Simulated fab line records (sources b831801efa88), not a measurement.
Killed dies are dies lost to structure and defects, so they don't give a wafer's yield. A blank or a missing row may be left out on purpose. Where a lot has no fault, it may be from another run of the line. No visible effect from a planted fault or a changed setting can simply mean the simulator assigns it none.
fab line records	flow sky130
[record] lots = 6	wafers = 18	lastDay = 50
route steps=708 shown VIA1@463 PAD_OPEN@708
lots untouched by any fault: they come from a run of this same line in which no faults occurred
startH: hours from the record's first day to the start of the lot's first wafer shown	waitH: hours from the lot's prior step to this one	" unchanged from the row above	L1.1+2: several wafers, shown together as one row	- value missing, or start not given	* or withheld: withheld	< > ~ a bound
route shown NAME@n: NAME is a module with steps in the file, n the number in the route of the first one	usual: mean/standard deviation of fault-free wafers	same: alike in all rows	chamber/n: place in a boat	sites: each site's reading	_std_site: the standard deviation of these	_edge_site: the outer-site mean with the inner-site mean subtracted	radiusMm: how far each site lies from the wafer's centre	mask NAME#n: copy n	behind: the last tool/chamber to shape the wafer	hold: cause of the lot's hold/its duration in hours/its outcome	device: which transistor (n, p or np) failed to switch	end of line: the tests these same wafers got at the end of their route	a step without rows: its recipe alone	killed: the dies lost at the first sort to structure and to defects; this is not the yield of the wafer	map: shows each die of a wafer: x if killed, . if not, _ if none is there
set.NAME: setting as actually run; set.NAME@STEP: the setting as run at that earlier step	model.NAME: the simulator's own value behind a step, which no gauge read
lots at selected steps of the route; one table per step, one row per wafer
services: a tool's chamber out of use, with start hour (startH, from the record's first day; less than 0 if before it), hours out, and reason
[[steps]]
[step SKY_VIA1_HMDS_05]
[recipe] primeTimeS = 60	primeTempC = 120
[step SKY_VIA1_COAT_06]
[recipe] resist = BARC	tempC = withheld	timeS = withheld	spinRpm = 3000	resistThkNm = 60
[step SKY_VIA1_COAT_07]
[recipe] resist = KrF-thick	spinRpm = 3000	resistThkNm = 450
[step SKY_VIA1_SOFTBAKE_08]
[recipe] tempC = 100	timeS = 90	resist = KrF-thick
[step SKY_VIA1_EXPOSE_09]
[recipe] maskId = VIM	na = 0.8	sourceShape = annular	sigmaInner = 0.55	sigmaOuter = 0.85	targetCdNm = 150	doseMj = 38.94
[step SKY_VIA1_PEB_10]
[recipe] pebTempC = withheld	pebTimeS = withheld	resist = KrF-thick
[step SKY_VIA1_DEVELOP_11]
[recipe] developTimeS = 60	resist = KrF-thick	devTempC = 21
[step SKY_VIA1_CD_MEAS_12]
[recipe] targetCdNm = 150
[usual] cdNm = 150.6/1.8
lot.wafer	tool	chamber	startH	waitH	cdNm
L499.1	cdSem-02	-	851.55	-	151.1
L499.4	"	-	"	"	151.3
L499.6	"	-	"	"	152.7
L502.3	cdSem-01	-	869.29	-	151.7
L502.5	"	-	"	"	151.3
L502.6	"	-	"	"	150.9
L509.1	cdSem-01	-	932.52	-	148.6
L509.2	"	-	"	"	148.1
L509.4	"	-	"	"	147.9
L511.2	cdSem-01	-	932.78	-	150.7
L511.3	"	-	"	"	150.7
L511.6	"	-	"	"	152.2
L513.1	cdSem-01	-	944.88	-	151.0
L513.4	"	-	"	"	151.0
L513.6	"	-	"	"	151.5
L515.3	cdSem-01	-	956.01	-	151.1
L515.4	"	-	"	"	151.6
L515.5	"	-	"	"	150.2
[step SKY_VIA1_OVL_MEAS_13]
[usual] VIA1_OVL = 1/5
lot.wafer	tool	chamber	startH	waitH	VIA1_OVL[nm]
L499.1	overlay-02	-	851.67	0.1	-10
L499.4	"	-	"	"	-2
L499.6	"	-	"	"	-1
L502.3	overlay-02	-	869.39	0.1	-1
L502.5	"	-	"	"	-2
L502.6	"	-	"	"	5
L509.1	overlay-01	-	932.64	0.1	-7
L509.2	"	-	"	"	-2
L509.4	"	-	"	"	4
L511.2	overlay-01	-	932.88	0.1	6
L511.3	"	-	"	"	4
L511.6	"	-	"	"	2
L513.1	overlay-02	-	945.00	0.1	2
L513.4	"	-	"	"	-2
L513.6	"	-	"	"	-3
L515.3	overlay-02	-	956.10	0.1	-7
L515.4	"	-	"	"	-8
L515.5	"	-	"	"	-7
[step SKY_VIA1_ETCH_14]
[recipe] chemistry = N2/H2	target = BARC	ionEnergyEv = 200	sourceW = 500	biasW = 100	pressureMtorr = 30	n2FlowSccm = 100	h2FlowSccm = 200	stopOn = SiO2	timeS = 45.9	targetDepthA = 600
[usual] drypumpMotorCurrentA = 5.9/0.37	oesProductAu = 0.854/0.005	throttleValvePct = 13.226/0.0088
[same] timeS = 45.9
lot.wafer	tool	chamber	startH	waitH	drypumpMotorCurrentA	oesProductAu	rfHoursCounterH	throttleValvePct
L499.1	rieDiel-01	1	851.71	0.0	5.4	0.858	11	13.219
L499.4	"	3	"	"	5.4	0.848	10	13.239
L499.6	"	3	"	"	5.4	0.849	-	13.216
L502.3	rieDiel-01	1	869.41	0.0	5.4	0.855	11	13.219
L502.5	"	2	"	"	5.4	0.854	-	13.231
L502.6	"	3	"	"	5.4	0.857	-	13.225
L509.1	rieDiel-03	1	932.67	0.0	5.6	0.850	13	13.221
L509.2	"	0	"	"	6.3	0.857	2	13.211
L509.4	"	3	"	"	6.1	0.850	10	13.227
L511.2	rieDiel-01	1	932.91	0.0	5.4	0.854	14	13.218
L511.3	"	0	"	"	6.1	0.854	20	13.222
L511.6	"	3	"	"	5.3	0.859	-	13.225
L513.1	rieDiel-04	0	945.03	0.0	5.6	0.856	17	13.235
L513.4	"	1	"	"	5.7	0.853	16	13.207
L513.6	"	0	"	"	5.6	0.855	-	13.231
L515.3	rieDiel-04	0	956.12	0.0	5.6	0.854	17	13.221
L515.4	"	2	"	"	5.7	0.865	9	13.233
L515.5	"	2	"	"	5.7	0.852	-	13.233
[step SKY_VIA1_ETCH_15]
[recipe] target = SiO2	chemistry = C4F8/O2/Ar	targetDepthNm = 351	stopOn = TiN	maskMaterial = KrF-thick	sourceW = 1500	biasW = 1200	pressureMtorr = 40	c4f8FlowSccm = withheld	O2_flow_sccm = 6	Ar_flow_sccm = 300	timeS = 54
[usual] oesProductAu = 0.983/0.0059
[same] timeS = 54
lot.wafer	tool	chamber	startH	waitH	oesProductAu	rfHoursCounterH
L499.1	rieDiel-01	1	851.75	0.0	0.984	11
L499.4	"	3	"	"	0.988	10
L499.6	"	3	"	"	0.979	-
L502.3	rieDiel-01	1	869.45	0.0	0.977	11
L502.5	"	2	"	"	0.981	-
L502.6	"	3	"	"	0.983	-
L509.1	rieDiel-03	1	932.72	0.0	0.987	13
L509.2	"	0	"	"	0.980	2
L509.4	"	3	"	"	0.979	10
L511.2	rieDiel-01	1	932.96	0.0	0.979	14
L511.3	"	0	"	"	0.980	20
L511.6	"	3	"	"	0.983	-
L513.1	rieDiel-04	0	945.07	0.0	0.980	17
L513.4	"	1	"	"	0.992	16
L513.6	"	0	"	"	0.991	-
L515.3	rieDiel-04	0	956.16	0.0	0.988	17
L515.4	"	2	"	"	0.982	9
L515.5	"	2	"	"	0.982	-
[step SKY_VIA1_STRIP_16]
[recipe] chemistry = O2/N2	powerW = 1400	pressureMtorr = 1500	platenTempC = withheld	o2FlowSccm = 3000	n2FlowSccm = 300	overashFraction = 0.5
[usual] chamberPressureMTorr = 1500.1/1.4	drypumpMotorCurrentA = 5.7/0.5	oesProductAu = 0.416/0.0045	stripTimeToEndpointS = 4.458/0.027
lot.wafer	tool	chamber	startH	waitH	chamberPressureMTorr	drypumpMotorCurrentA	oesProductAu	rfHoursCounterH	stripTimeToEndpointS
L499.1	plasmaAsher-03	1	851.80	0.0	1501.3	6.2	0.426	73	4.422
L499.4	"	1	"	"	1500.8	6.2	0.415	-	4.404
L499.6	"	0	"	"	1501.0	6.1	0.410	-	4.404
L502.3	plasmaAsher-02	0	869.53	0.1	1500.8	5.0	0.414	-	4.473
L502.5	"	0	"	"	1501.2	5.0	0.413	-	4.454
L502.6	"	1	"	"	1500.4	5.6	0.419	-	4.472
L509.1	plasmaAsher-01	1	932.76	0.0	1497.4	5.4	0.412	19	4.466
L509.2	"	0	"	"	1497.8	6.3	0.422	19	4.438
L509.4	"	0	"	"	1501.0	6.3	0.417	-	4.478
L511.2	plasmaAsher-02	0	933.00	0.0	1498.8	4.9	0.411	115	4.521
L511.3	"	1	"	"	1499.7	5.6	0.414	-	4.485
L511.6	"	0	"	"	1499.2	5.0	0.423	-	4.475
L513.1	plasmaAsher-03	1	945.12	0.0	1501.4	6.2	0.418	83	4.430
L513.4	"	1	"	"	1499.2	6.2	0.416	-	4.402
L513.6	"	0	"	"	1499.9	6.1	0.411	-	4.438
L515.3	plasmaAsher-01	1	956.24	0.1	1502.1	5.4	0.416	-	4.462
L515.4	"	0	"	"	1502.1	6.3	0.419	-	4.503
L515.5	"	1	"	"	1500.2	5.4	0.414	-	4.475
[step SKY_VIA1_STRIP_17]
[recipe] chemistry = postEtchResidueRemover	timeS = 1200	tempC = 72.5
[usual] bathGuardTempC = 72.7/0.55	bathHeatDutyPct = 15.1/1.8	timeS = 1200/0
lot.wafer	tool	chamber	startH	waitH	bathGuardTempC	bathHeatDutyPct	timeS
L499.1	wetBench-04	0	851.90	0.1	72.7	11.8	1200
L499.4	"	0	"	"	72.8	12.8	1200
L499.6	"	0	"	"	72.7	12.3	1200
L502.3	wetBench-02	0	869.60	0.0	71.4	16.8	1200
L502.5	"	0	"	"	71.8	17.8	1200
L502.6	"	0	"	"	71.9	17.6	1200
L509.1	wetBench-03	1	932.86	0.1	-	-	-
L509.2	"	1	"	"	-	-	-
L509.4	"	1	"	"	-	-	-
L511.2	wetBench-04	2	933.10	0.1	-	-	-
L511.3	"	2	"	"	-	-	-
L511.6	"	2	"	"	-	-	-
L513.1	wetBench-04	1	945.22	0.1	72.0	15.7	1200
L513.4	"	1	"	"	71.9	16.3	1200
L513.6	"	1	"	"	72.1	15.7	1200
L515.3	wetBench-03	0	956.31	0.0	72.9	15.5	1200
L515.4	"	0	"	"	72.6	14.2	1200
L515.5	"	0	"	"	73.0	15.4	1200
[step SKY_VIA1_CLEAN_18]
[recipe] chemistry = IPA	timeS = 180	tempC = 25
[step SKY_PAD_OPEN_PROBE_99]
lot.wafer	tool	chamber	startH	waitH	model.etest.via1Chain.rcOhm
L499.1	prober-02	-	1122.75	0.1	15.45
L499.4	prober-02	-	1122.90	0.2	16.29
L499.6	prober-02	-	1123.00	0.2	17.05
L502.3	prober-01	-	1138.54	0.2	15.96
L502.5	prober-01	-	1138.64	0.2	15.77
L502.6	prober-01	-	1138.69	0.2	15.91
L509.1	prober-01	-	1181.12	0.1	21.52
L509.2	prober-01	-	1181.17	0.1	21.41
L509.4	prober-01	-	1181.27	0.2	21.76
L511.2	prober-02	-	1183.16	0.1	19.96
L511.3	prober-02	-	1183.21	0.2	19.49
L511.6	prober-02	-	1183.36	0.2	19.71
L513.1	prober-02	-	1189.89	0.1	16.72
L513.4	prober-02	-	1190.04	0.2	16.4
L513.6	prober-02	-	1190.14	0.2	16.35
L515.3	prober-02	-	1195.63	0.2	15.89
L515.4	prober-02	-	1195.68	0.2	15.78
L515.5	prober-02	-	1195.73	0.2	16.79
// killed by level:class
L499.1 VIA1:geometricParticle:open=11 CONTACT:geometricParticle:short=8 VIA2:geometricParticle:open=7 LI_CONTACT:geometricParticle:open=7 VIA1:geometricParticle:short=7 LOCAL_INTERCONNECT:geometricParticle:short=6 FIELD_ISO:geometricParticle:open=5 POLY_GATE:geometricParticle:open=5
L499.4 LI_CONTACT:geometricParticle:open=10 CONTACT:geometricParticle:short=7 METAL1:geometricParticle:short=7 METAL3:geometricParticle:short=6 CONTACT:geometricParticle:open=6 FIELD_ISO:geometricParticle:short=5 LOCAL_INTERCONNECT:geometricParticle:short=5 METAL4:geometricParticle:short=5
L499.6 CONTACT:geometricParticle:open=10 FIELD_ISO:geometricParticle:short=7 VIA1:geometricParticle:open=6 POLY_GATE:geometricParticle:open=5 LI_CONTACT:geometricParticle:open=5 VIA2:geometricParticle:open=5 VIA3:geometricParticle:open=5 METAL1:geometricParticle:short=4
L502.3 VIA1:geometricParticle:open=12 CONTACT:geometricParticle:open=11 VIA2:geometricParticle:open=10 VIA3:geometricParticle:open=7 METAL1:geometricParticle:short=6 FIELD_ISO:geometricParticle:short=5 LOCAL_INTERCONNECT:geometricParticle:short=5 VIA3:geometricParticle:short=5
L502.5 VIA2:geometricParticle:open=11 VIA1:geometricParticle:open=11 VIA3:geometricParticle:open=11 METAL2:geometricParticle:short=8 CONTACT:geometricParticle:open=7 METAL1:geometricParticle:short=7 FIELD_ISO:geometricParticle:open=6 CONTACT:geometricParticle:short=4
L502.6 VIA1:geometricParticle:open=13 CONTACT:geometricParticle:short=9 CONTACT:geometricParticle:open=9 VIA2:geometricParticle:open=7 FIELD_ISO:geometricParticle:open=6 VIA1:geometricParticle:short=6 VIA2:geometricParticle:short=6 METAL2:geometricParticle:short=5
L513.1 VIA1:geometricParticle:open=15 VIA3:geometricParticle:open=13 CONTACT:geometricParticle:open=12 METAL1:geometricParticle:short=8 LI_CONTACT:geometricParticle:open=8 VIA1:geometricParticle:short=7 FIELD_ISO:geometricParticle:short=6 LOCAL_INTERCONNECT:geometricParticle:short=5
L513.4 VIA1:geometricParticle:open=15 LI_CONTACT:geometricParticle:open=10 CONTACT:geometricParticle:open=8 VIA1:geometricParticle:short=8 CONTACT:geometricParticle:short=5 VIA3:geometricParticle:open=5 VIA2:geometricParticle:open=5 METAL4:geometricParticle:short=5
L513.6 VIA1:geometricParticle:open=18 CONTACT:geometricParticle:open=10 VIA3:geometricParticle:open=10 VIA2:geometricParticle:open=8 CONTACT:geometricParticle:short=7 POLY_GATE:geometricParticle:short=6 FIELD_ISO:geometricParticle:open=5 POLY_GATE:geometricParticle:open=4
L515.3 VIA1:geometricParticle:open=14 LI_CONTACT:geometricParticle:open=8 METAL1:geometricParticle:short=8 VIA3:geometricParticle:open=7 FIELD_ISO:geometricParticle:open=6 VIA2:geometricParticle:open=5 CONTACT:geometricParticle:open=4 VIA1:geometricParticle:short=4
L515.4 LI_CONTACT:geometricParticle:open=10 VIA1:geometricParticle:open=10 CONTACT:geometricParticle:open=9 VIA1:geometricParticle:short=7 VIA2:geometricParticle:open=6 LOCAL_INTERCONNECT:geometricParticle:short=6 METAL2:geometricParticle:short=4 FIELD_ISO:geometricParticle:open=3
L515.5 CONTACT:geometricParticle:open=7 POLY_GATE:geometricParticle:short=6 CONTACT:geometricParticle:short=5 VIA1:geometricParticle:open=5 VIA3:geometricParticle:open=5 POLY_GATE:geometricParticle:open=4 LI_CONTACT:geometricParticle:open=4 VIA1:geometricParticle:short=4
[[services]]
tool	chamber	startH	hours	kind
plasmaAsher-03	-	831.67	6.7	repair
wetBench-03	-	840.83	11.8	repair
rieDiel-04	2	855.28	1.4	repair
rieDiel-03	0	859.38	-	clean
rieDiel-03	0	859.38	23.6	scheduledDown
rieDiel-03	0	859.38	23.6	ventCycle
rieDiel-04	-	866.69	2.8	pm
rieDiel-04	-	892.32	0.1	repair
wetBench-03	-	914.68	1.7	repair
rieDiel-04	2	923.76	13.4	repair
rieDiel-01	2	932.80	2.6	repair
rieDiel-03	2	939.01	9.2	repair
[[key]]
[firstSign] step = SKY_VIA1_STRIP_17	reading = toolRecord	direction = missing
effect none on later readings
[modelEffect] step = SKY_PAD_OPEN_PROBE_99	value = etest.via1Chain.rcOhm	without = 16.45	struck = 20.64
metAt SKY_VIA1_STRIP_17
struckWafers L509.1,L509.2,L509.4,L511.2,L511.3,L511.6
sortLeftOut L509.1,L509.2,L509.4,L511.2,L511.3,L511.6
onsetBetween 851.90 932.86
[fault] kind = skippedStepWhole	tool = wetBench-03,wetBench-04	chamber = -	onsetH = 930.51	steps = SKY_VIA1_STRIP_17	scope = struckLotsOnly
// sortLeftOut: the simulated sort isn't trusted on such a fault, so these wafers' sort isn't shown, and their yield isn't known
